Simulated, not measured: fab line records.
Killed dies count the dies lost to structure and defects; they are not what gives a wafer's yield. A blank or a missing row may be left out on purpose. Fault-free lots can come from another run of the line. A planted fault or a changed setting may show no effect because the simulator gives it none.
Which tool was responsible? + flow gf180mcu + Sampling: 24 lots, 72 wafers, 5 of 602 route steps

## WHAT THE GAUGES SHOWED, per wafer
GF_V2_BOW_MEAS_05. Usual: V2_BOW 100 um, standard deviation 8.5.
| lot  | measured     | on            | V2_BOW (um) | flag |
|------|--------------|---------------|-------------|------|
| L074 | day 21 09:31 | film metro-04 | 107 93 77   |      |
| L075 | day 21 22:11 | film metro-02 | 110 122 111 |      |
| L076 | day 22 01:59 | film metro-02 | 103 97 108  |      |
| L077 | day 22 14:54 | film metro-04 | 103 101 93  |      |
| L078 | day 23 02:43 | film metro-03 | 107 110 100 |      |
| L079 | day 23 14:40 | film metro-02 | 102 98 95   |      |
| L080 | day 23 16:49 | film metro-04 | 107 105 102 |      |
| L081 | day 23 22:33 | film metro-02 | 105 93 102  |      |
| L082 | day 24 07:01 | film metro-03 | 92 93 91    |      |
| L083 | day 24 12:22 | film metro-02 | 97 91 92    |      |
| L084 | day 24 19:50 | film metro-02 | 114 98 108  |      |
| L085 | day 25 01:16 | film metro-04 | 97 89 102   |      |
| L086 | day 25 14:23 | film metro-04 | 92 95 84    |      |
| L087 | day 25 19:35 | film metro-03 | 99 101 101  |      |
| L088 | day 26 03:50 | film metro-02 | 104 101 92  |      |
| L089 | day 26 05:40 | film metro-03 | 101 98 85   |      |
| L090 | day 26 17:08 | film metro-03 | 111 91 81   |      |
| L091 | day 27 03:04 | film metro-02 | 122 106 118 |      |
| L092 | day 27 10:22 | film metro-02 | 105 91 107  |      |
| L093 | day 27 11:30 | film metro-03 | 89 86 88    |      |
| L094 | day 27 17:44 | film metro-03 | 102 114 99  |      |
| L095 | day 28 00:20 | film metro-04 | 105 106 107 |      |
| L096 | day 28 08:12 | film metro-02 | 93 102 106  |      |
| L097 | day 28 09:03 | film metro-03 | 98 96 110   |      |

GF_V4_THK_MEAS_25: measures by xrf. Usual: V4_W_THK 354 nm, standard deviation 6.
| lot  | measured     | on            | V4_W_THK (nm) | flag |
|------|--------------|---------------|---------------|------|
| L074 | day 26 15:44 | film metro-02 | 351 348 346   |      |
| L075 | day 27 04:29 | film metro-04 | 354 354 351   |      |
| L076 | day 27 06:31 | film metro-04 | 360 361 356   |      |
| L077 | day 27 18:38 | film metro-02 | 356 360 352   |      |
| L078 | day 28 04:08 | film metro-04 | 354 355 355   |      |
| L079 | day 28 14:47 | film metro-04 | 354 352 358   |      |
| L080 | day 28 17:34 | film metro-02 | 365 356 356   |      |
| L081 | day 28 22:20 | film metro-04 | 355 359 355   |      |
| L082 | day 29 04:49 | film metro-03 | 350 356 358   |      |
| L083 | day 29 08:47 | film metro-02 | 356 357 352   |      |
| L084 | day 29 16:24 | film metro-04 | 348 354 360   |      |
| L085 | day 29 22:01 | film metro-03 | 348 354 359   |      |
| L086 | day 30 07:26 | film metro-02 | 367 368 370   |      |
| L087 | day 30 13:43 | film metro-04 | 357 354 348   |      |
| L088 | day 30 21:05 | film metro-03 | 351 345 341   |      |
| L089 | day 30 21:49 | film metro-02 | 361 360 362   |      |
| L090 | day 31 07:46 | film metro-02 | 348 354 345   |      |
| L091 | day 32 23:35 | film metro-04 | 360 351 357   |      |
| L092 | day 32 00:21 | film metro-02 | 355 350 339   |      |
| L093 | day 32 00:41 | film metro-02 | 360 351 356   |      |
| L094 | day 32 05:34 | film metro-02 | 352 355 356   |      |
| L095 | day 32 12:28 | film metro-03 | 351 347 356   |      |
| L096 | day 32 22:22 | film metro-02 | 351 361 352   |      |
| L097 | day 32 19:16 | film metro-04 | 349 343 339   |      |

GF_MIM_THK_MEAS_06. Usual: MIM_CVD_05_THK 42.1 nm, standard deviation 0.64.
| lot  | measured     | on            | MIM_CVD_05_THK (nm) | flag |
|------|--------------|---------------|---------------------|------|
| L074 | day 26 16:21 | film metro-02 | 40.9 41.8 42.4      |      |
| L075 | day 27 05:06 | film metro-02 | 40.8 42.1 41.6      |      |
| L076 | day 27 07:09 | film metro-04 | 41.0 42.0 42.8      |      |
| L077 | day 27 19:15 | film metro-02 | 41.7 42.7 41.9      |      |
| L078 | day 28 04:45 | film metro-04 | 41.9 41.6 42.5      |      |
| L079 | day 28 15:31 | film metro-04 | 41.4 41.3 42.7      |      |
| L080 | day 28 18:11 | film metro-01 | 41.6 41.7 42.2      |      |
| L081 | day 28 22:56 | film metro-04 | 42.0 41.2 41.7      |      |
| L082 | day 29 05:25 | film metro-02 | 41.8 41.0 41.2      |      |
| L083 | day 29 09:24 | film metro-01 | 42.2 43.1 42.2      |      |
| L084 | day 29 17:01 | film metro-04 | 41.3 41.6 42.8      |      |
| L085 | day 29 22:37 | film metro-01 | 41.5 41.5 42.4      |      |
| L086 | day 30 08:02 | film metro-04 | 41.8 42.2 43.8      |      |
| L087 | day 30 14:19 | film metro-02 | 43.5 41.8 43.0      |      |
| L088 | day 30 22:41 | film metro-01 | 41.8 41.8 42.5      |      |
| L089 | day 30 22:43 | film metro-04 | 41.9 41.5 42.3      |      |
| L090 | day 31 08:23 | film metro-02 | 42.1 42.2 42.0      |      |
| L091 | day 33 00:11 | film metro-02 | 42.0 42.5 42.7      |      |
| L092 | day 32 00:58 | film metro-01 | 42.1 42.1 42.7      |      |
| L093 | day 32 01:32 | film metro-01 | 41.6 41.4 41.7      |      |
| L094 | day 32 06:10 | film metro-01 | 41.7 43.3 42.9      |      |
| L095 | day 32 13:05 | film metro-01 | 41.3 42.4 42.4      |      |
| L096 | day 32 22:59 | film metro-01 | 42.3 42.0 43.1      |      |
| L097 | day 32 19:53 | film metro-01 | 41.6 42.4 42.1      |      |

## WHAT TOOL EACH LOT RAN ON (gives the tool, then ch and the chambers of the sampled wafers, and finally the start)
| lot  | GF_M3_SPUTTER_03             | GF_MIM_CVD_05                   |
|------|------------------------------|---------------------------------|
| L074 | pvd sputter-04, day 22 12:10 | pecvd-01 ch 1,2, day 26 16:19   |
| L075 | pvd sputter-02, day 23 00:51 | pecvd-02 ch 0,1,2, day 27 05:04 |
| L076 | pvd sputter-02, day 23 04:54 | pecvd-04 ch 0,1, day 27 07:06   |
| L077 | pvd sputter-01, day 23 17:34 | pecvd-02 ch 1,2, day 27 19:13   |
| L078 | pvd sputter-04, day 24 04:44 | pecvd-02 ch 0,2, day 28 04:43   |
| L079 | pvd sputter-02, day 24 16:28 | pecvd-04 ch 0,1,2, day 28 15:28 |
| L080 | pvd sputter-01, day 24 18:05 | pecvd-04 ch 0,1,2, day 28 18:09 |
| L081 | pvd sputter-01, day 25 00:29 | pecvd-02 ch 1,2, day 28 22:54   |
| L082 | pvd sputter-02, day 25 08:28 | pecvd-01 ch 0,2, day 29 05:23   |
| L083 | pvd sputter-04, day 25 12:52 | pecvd-02 ch 1,2, day 29 09:22   |
| L084 | pvd sputter-04, day 25 20:38 | pecvd-02 ch 0,1,2, day 29 16:59 |
| L085 | pvd sputter-04, day 26 02:29 | pecvd-01 ch 1,2, day 29 22:34   |
| L086 | pvd sputter-02, day 26 14:36 | pecvd-04 ch 0,1,2, day 30 08:00 |
| L087 | pvd sputter-02, day 26 19:35 | pecvd-04 ch 0,2, day 30 14:17   |
| L088 | pvd sputter-04, day 27 04:37 | pecvd-01 ch 0,1, day 30 22:39   |
| L089 | pvd sputter-02, day 27 04:58 | pecvd-04 ch 1,2, day 30 22:41   |
| L090 | pvd sputter-04, day 27 16:27 | pecvd-01 ch 0,1, day 31 08:20   |
| L091 | pvd sputter-02, day 29 12:59 | pecvd-04 ch 0,1, day 33 00:10   |
| L092 | pvd sputter-04, day 28 09:28 | pecvd-04 ch 0,1,2, day 32 00:55 |
| L093 | pvd sputter-04, day 28 10:29 | pecvd-02 ch 0,2, day 32 01:30   |
| L094 | pvd sputter-01, day 28 17:10 | pecvd-01 ch 0,1,2, day 32 06:08 |
| L095 | pvd sputter-04, day 28 23:08 | pecvd-01 ch 0,1, day 32 13:02   |
| L096 | pvd sputter-01, day 29 06:35 | pecvd-01 ch 0,2, day 32 22:56   |
| L097 | pvd sputter-04, day 29 07:23 | pecvd-02 ch 0,1,2, day 32 19:50 |
- GF_M3_SPUTTER_03: material Ti, target thk 10 nm, time 6.7 s.
- GF_MIM_CVD_05: deposits Si3N4, target thk 42 nm, time 29.086 s.

## AS READ BY THE TOOLS THEMSELVES (means over the sampled wafers that have a number; for cases with no such wafer, the mark the record gives instead)
GF_M3_SPUTTER_03. Usual: 29.9 % for throttle valve pct, sd 1.3.
| lot  | tool           | throttle valve pct (%) | flag |
|------|----------------|------------------------|------|
| L074 | pvd sputter-04 | 29.7                   |      |
| L075 | pvd sputter-02 | 29.4                   |      |
| L076 | pvd sputter-02 | 29.9                   |      |
| L077 | pvd sputter-01 | 30.2                   |      |
| L078 | pvd sputter-04 | 29.7                   |      |
| L079 | pvd sputter-02 | 30.0                   |      |
| L080 | pvd sputter-01 | 29.7                   |      |
| L081 | pvd sputter-01 | 29.3                   |      |
| L082 | pvd sputter-02 | 29.3                   |      |
| L083 | pvd sputter-04 | 29.9                   |      |
| L084 | pvd sputter-04 | 29.1                   |      |
| L085 | pvd sputter-04 | 30.2                   |      |
| L086 | pvd sputter-02 | 28.4                   |      |
| L087 | pvd sputter-02 | 29.1                   |      |
| L088 | pvd sputter-04 | 30.9                   |      |
| L089 | pvd sputter-02 | 29.1                   |      |
| L090 | pvd sputter-04 | 30.1                   |      |
| L091 | pvd sputter-02 | 29.3                   |      |
| L092 | pvd sputter-04 | 29.4                   |      |
| L093 | pvd sputter-04 | 30.2                   |      |
| L094 | pvd sputter-01 | 30.3                   |      |
| L095 | pvd sputter-04 | 30.1                   |      |
| L096 | pvd sputter-01 | 30.4                   |      |
| L097 | pvd sputter-04 | 29.1                   |      |

GF_MIM_CVD_05. Usual: 696 W for heater power w, sd 76.
| lot  | tool     | heater power w (W) | flag |
|------|----------|--------------------|------|
| L074 | pecvd-01 | 700                |      |
| L075 | pecvd-02 | 680                |      |
| L076 | pecvd-04 | 711                |      |
| L077 | pecvd-02 | 656                |      |
| L078 | pecvd-02 | 603                |      |
| L079 | pecvd-04 | 699                |      |
| L080 | pecvd-04 | 706                |      |
| L081 | pecvd-02 | 692                |      |
| L082 | pecvd-01 | 656                |      |
| L083 | pecvd-02 | 733                |      |
| L084 | pecvd-02 | 741                |      |
| L085 | pecvd-01 | 696                |      |
| L086 | pecvd-04 | 699                |      |
| L087 | pecvd-04 | 690                |      |
| L088 | pecvd-01 | 723                |      |
| L089 | pecvd-04 | 729                |      |
| L090 | pecvd-01 | 715                |      |
| L091 | pecvd-04 | 715                |      |
| L092 | pecvd-04 | 730                |      |
| L093 | pecvd-02 | 665                |      |
| L094 | pecvd-01 | 669                |      |
| L095 | pecvd-01 | 755                |      |
| L096 | pecvd-01 | 615                |      |
| L097 | pecvd-02 | 706                |      |

## THE ANSWER, worked out from the rows above alone
Rule: lot off if the mean of its wafers having a number is beyond 3 standard deviations from the usual mean. A lot without any number at a reading at which 4 lots or more have one is off too. The other lots that the step has rows for count as sound. The gauges are gone through in route order, then the tools' own readings, and for those a lot's mean is taken as printed above. At the first step where some lot is off, the reading lying furthest off is the one used; lots without a number count as furthest.
None of the lots is off at any reading shown; this tells nothing.

## WHAT THE SIMULATOR HAD INSERTED
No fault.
